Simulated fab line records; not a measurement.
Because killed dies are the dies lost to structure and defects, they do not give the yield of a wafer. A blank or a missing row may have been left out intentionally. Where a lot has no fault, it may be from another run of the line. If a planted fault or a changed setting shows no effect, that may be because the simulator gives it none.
A lot that was struck, set against a sound lot / flow sky130 / 42 out of 708 route steps
Sound: wafers L547.3, L547.4, L547.5. Wafers L549.2, L549.3, L549.6 were the ones struck. The cause is given at the end.
At each step with rows: each side's tool, then ch and its chambers, then its first start. Under that, the readings that differ: sound wafers / struck wafers / difference of the means / sigmas: that difference in standard deviations of wafers without a fault.
alike: readings with means less than 2 such deviations apart, plus words and numbers identical on both sides. not compared: withheld readings, readings lacking a value on some wafer, bounds such as >300 that could conceal the same value, and numbers that have no deviation in the record and whose values overlap.
The two part at a step that has a row with sigmas, a row that says differs or no value, or rows on one side only. Numbers that don't overlap but have no deviation are shown without sigmas and don't part them. A reading that every wafer of one side lacks parts them only if that side has two wafers or more.

first, 1 step without rows for these wafers: SKY_POLY_CUT_ETCH_10 (etches BARC in N2/H2, stops on SiO2, time 45.9 s, target depth 60 nm).
SKY_POLY_CUT_ETCH_11: etches Si3N4 in CF4/CH2F2/Ar, stops on poly-Si, time 42.5 s, target depth 60 nm.
  sound on rie-diel-03 ch 1,3, day 26 10:10; struck on rie-diel-04 ch 0,2, day 27 10:37
  alike: drypump-motor-current-A, oes-product-au, throttle-valve-pct
  not compared: rf-hours-counter-h
SKY_POLY_CUT_STRIP_12: strips in O2/N2.
  sound on plasma-asher-04 ch 0,1, day 26 10:15; struck on plasma-asher-04 ch 0,1, day 27 10:41
  alike: drypump-motor-current-A, oes-product-au, strip-time-to-endpoint-s
  not compared: rf-hours-counter-h
then, 7 steps without rows for these wafers: SKY_SD_P_DEHYDRATE_00 (time 60 s); SKY_SD_P_HMDS_01 (prime time 60 s); SKY_SD_P_COAT_02 (resist thk 1140 nm); SKY_SD_P_SOFTBAKE_03 (time 60 s); SKY_SD_P_EXPOSE_04 (exposes mask PSDM, target cd 380 nm); SKY_SD_P_PEB_05; SKY_SD_P_DEVELOP_06 (develop time 60 s).
SKY_SD_P_CD_MEAS_07: the cd target is 380 nm.
  sound on cd-sem-01, day 27 14:36; struck on cd-sem-02, day 28 14:55
  alike: cd-nm
SKY_SD_P_OVL_MEAS_08:
  sound on overlay-01, day 27 14:42; struck on overlay-01, day 28 15:01
reading=SD_P_OVL (nm); sound=-0.3 -0.2 -0.8; struck=3.0 3.3 2.5; difference=+3.4; sigmas=+2
SKY_SD_P_IMPLANT_09:
  sound on implanter-02 ch 0, day 27 14:46; struck on implanter-02 ch 0, day 28 15:04
reading=tilt-deg (degrees); sound=-0.014 -0.036 -0.019; struck=0.046 0.027 0.030; difference=+0.057; sigmas=+3
then, 1 step without rows for these wafers: SKY_SD_P_STRIP_10 (strips in O2/N2).
SKY_SD_P_TW_MEAS_11:
  sound on film-metro-01, day 27 14:59; struck on film-metro-04, day 28 15:18
reading=SD_P_TW; sound=2825 2811 2803; struck=2776 2779 2804; difference=-27; sigmas=-2
then, 8 steps without rows for these wafers: SKY_RES_XHIGH_DEHYDRATE_00 (time 60 s); SKY_RES_XHIGH_HMDS_01 (prime time 60 s); SKY_RES_XHIGH_COAT_02 (resist thk 1140 nm); SKY_RES_XHIGH_SOFTBAKE_03 (time 60 s); SKY_RES_XHIGH_EXPOSE_04 (exposes mask URPM, target cd 1270 nm); SKY_RES_XHIGH_PEB_05; SKY_RES_XHIGH_DEVELOP_06 (develop time 60 s); SKY_RES_XHIGH_IMPLANT_07.
SKY_RES_XHIGH_STRIP_08: strips in O2/N2.
  sound on plasma-asher-01 ch 0,1, day 28 19:31; struck on plasma-asher-04 ch 1, day 29 18:51
  alike: drypump-motor-current-A, oes-product-au, strip-time-to-endpoint-s
  not compared: rf-hours-counter-h
SKY_RES_XHIGH_TW_MEAS_09:
  sound on film-metro-04, day 28 19:36; struck on film-metro-04, day 29 18:58
  alike: RES_XHIGH_TW
then, 7 steps without rows for these wafers: SKY_SD_N_DEHYDRATE_00 (time 60 s); SKY_SD_N_HMDS_01 (prime time 60 s); SKY_SD_N_COAT_02 (resist thk 1140 nm); SKY_SD_N_SOFTBAKE_03 (time 60 s); SKY_SD_N_EXPOSE_04 (exposes mask NSDM, target cd 380 nm); SKY_SD_N_PEB_05; SKY_SD_N_DEVELOP_06 (develop time 60 s).
SKY_SD_N_CD_MEAS_07: the cd target is 380 nm.
  sound on cd-sem-01, day 29 23:47; struck on cd-sem-02, day 30 22:16
  alike: cd-nm
SKY_SD_N_OVL_MEAS_08:
  sound on overlay-01, day 29 23:53; struck on overlay-02, day 30 22:22
  alike: SD_N_OVL
then, 2 steps without rows for these wafers: SKY_SD_N_IMPLANT_09; SKY_SD_N_IMPLANT_10.
SKY_SD_N_STRIP_11: strips in O2/N2.
  sound on plasma-asher-02 ch 0,1, day 30 00:14; struck on plasma-asher-01 ch 0,1, day 30 22:41
  alike: drypump-motor-current-A, oes-product-au, strip-time-to-endpoint-s
  not compared: rf-hours-counter-h
SKY_SD_N_TW_MEAS_12:
  sound on film-metro-03, day 30 00:20; struck on film-metro-04, day 30 22:48
  alike: SD_N_TW
then, 1 step without rows for these wafers: SKY_SD_N_CLEAN_13 (cleans in SC1/SC2, time 150 s).
SKY_SD_N_RTA_14: time 2 s.
  sound on rtp-anneal-01 ch 0, day 30 00:26; struck on rtp-anneal-02 ch 0, day 30 22:55
reading=wafer_temp_C_max; sound=1076.9 1077.3 1076.2; struck=1080.5 1079.7 1080.1; difference=+3.3; sigmas=+3
  alike: lamp-power-pct
SKY_SD_N_RS_MEAS_16: the measuring method here is four-point-probe.
  sound on film-metro-04, day 30 00:38; struck on film-metro-03, day 30 23:06
  alike: SD_N_RS
-- here the record skips 17 days between the struck wafers' starts before and after, leaving off in module SD_N and picking up in module PAD_OPEN (first step shown: number 708 of the route) --
SKY_PAD_OPEN_PROBE_99:
  sound on prober-01, day 47 08:46; struck on prober-02, day 47 21:24
reading=model.etest.res-high-po.rs-ohm-sq-range; sound=8.662 6.215 6.792; struck=73.99 78.43 76.3; difference=+69.02; sigmas=
reading=model.etest.res-pdiff.rs-ohm-sq-range; sound=5.098 3.35 5.137; struck=21.71 23.56 23.71; difference=+18.46; sigmas=
  alike: killed_at_M0_to_M3, killed_at_M4_up, killed-at-contacts, killed-at-front-end, killed-at-other, killed-dies, killed-open, killed-short
  not compared: model.etest.pfet_01v8.drive-ua-um-range

WHERE THEY PART
Earliest at SKY_SD_P_OVL_MEAS_08; latest, in this record, at SKY_SD_N_RTA_14. Later steps at which nothing parts them and some readings are alike: SKY_SD_N_RS_MEAS_16, SKY_PAD_OPEN_PROBE_99.

WHY: what the simulator had put in
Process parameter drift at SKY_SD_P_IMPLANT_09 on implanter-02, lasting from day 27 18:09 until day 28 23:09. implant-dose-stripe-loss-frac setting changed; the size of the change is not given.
